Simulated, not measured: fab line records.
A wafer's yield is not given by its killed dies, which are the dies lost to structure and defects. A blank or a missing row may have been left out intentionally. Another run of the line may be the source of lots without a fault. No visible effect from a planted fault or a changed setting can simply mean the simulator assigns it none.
8D (eight disciplines) problem report, filled in by code / flow gf180mcu / the parts of the form that need people (team, actions taken, sign-off) are left out

## 1. WHAT IS WRONG
At GF_TOP_METAL_SPUTTER_01, cathode_dc_power_W averages 4461.0 W over 6 wafers from 2 lots, while fault-free wafers read 6500.1 W, standard deviation 1.2. So: -99 or more standard deviations from the usual mean.
The step: material TiN, target thk 30 nm, time 25 s.
First seen on wafer L495.3, day 30 16:21, on pvd_sputter-04. The record holds 18 wafers of 6 lots with a number at this step. By rule, "out" or "out of limits" means more than 4 standard deviations away from the usual mean. All remaining wafers that have a number are taken as sound.

## 2. WHAT IT IS, WHAT IT ISN'T
question=which readings at this step | is=cathode_dc_power_W | is not=chamber_pressure_pa, throttle_valve_pct
question=which lots | is=L495, L498 | is not=L484, L486, L496, L502
question=which wafers of those lots | is=all that have a number | is not=-
question=read on which tools | is=pvd_sputter-04 | is not=pvd_sputter-01, pvd_sputter-03
question=when | is=from day 30 16:21 | is not=up to then (6 sound wafers); but 6 sound wafers of L496, L502 came after

## 3. THE SUSPECTS, EACH WITH WHAT RULES IT OUT
Counting: a tool at a process step up to the reading stays a suspect if it ran every lot that is out and no sound lot after the first of them.
- rie_diel-02 at GF_V5_ETCH_17 (etches SiO2 in C4F8/O2/Ar, stops on TiN, target depth 855 nm): ruled out as a lasting fault. Sound lots L496 ran on it after its first lot that is out, L495 (day 30 15:34). With no start given for some of its lots, GF_V5_ETCH_17 uses the hours and lot order of GF_V5_SPUTTER_21.
- pvd_sputter-04 at GF_TOP_METAL_SPUTTER_01 (material TiN, target thk 30 nm, time 25 s): kept. Every lot that is out went through it, starting with L495 (day 30 16:21), and after that it ran no sound lot; the last sound lot it ran before then is L486 (day 27 17:39). Its own readings are out on those wafers: cathode_dc_power_W.
The count leaves pvd_sputter-04 at GF_TOP_METAL_SPUTTER_01.

## 4. THE CAUSE (what the simulator had put in)
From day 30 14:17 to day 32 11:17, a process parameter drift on pvd_sputter-04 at GF_TOP_METAL_SPUTTER_01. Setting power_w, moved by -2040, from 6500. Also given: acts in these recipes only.
Counting left only this tool.

## 5. SEQUENCE OF EFFECTS, ordered by route
Each row: a reading whose mean over the struck wafers that have a number lies more than 3 standard deviations from the usual. Only readings whose record carries a usual standard deviation are examined. hours: median over the lots of the time between each lot's start at the first step of this table that gives one and its start at this step. sigmas: the change, counted in usual standard deviations.
hours=0; step=GF_TOP_METAL_SPUTTER_01; reading=cathode_dc_power_W; usual=6500.1 W; on struck wafers=4461.0; change=-2039.1; sigmas=-99 or more
The process steps in it:
- GF_TOP_METAL_SPUTTER_01: material TiN, target thk 30 nm, time 25 s.

## 6. WHAT WOULD HAVE CAUGHT IT SOONER
The fault began at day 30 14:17; the first out-of-limits reading in this record came at day 30 16:21, 2 hours later.
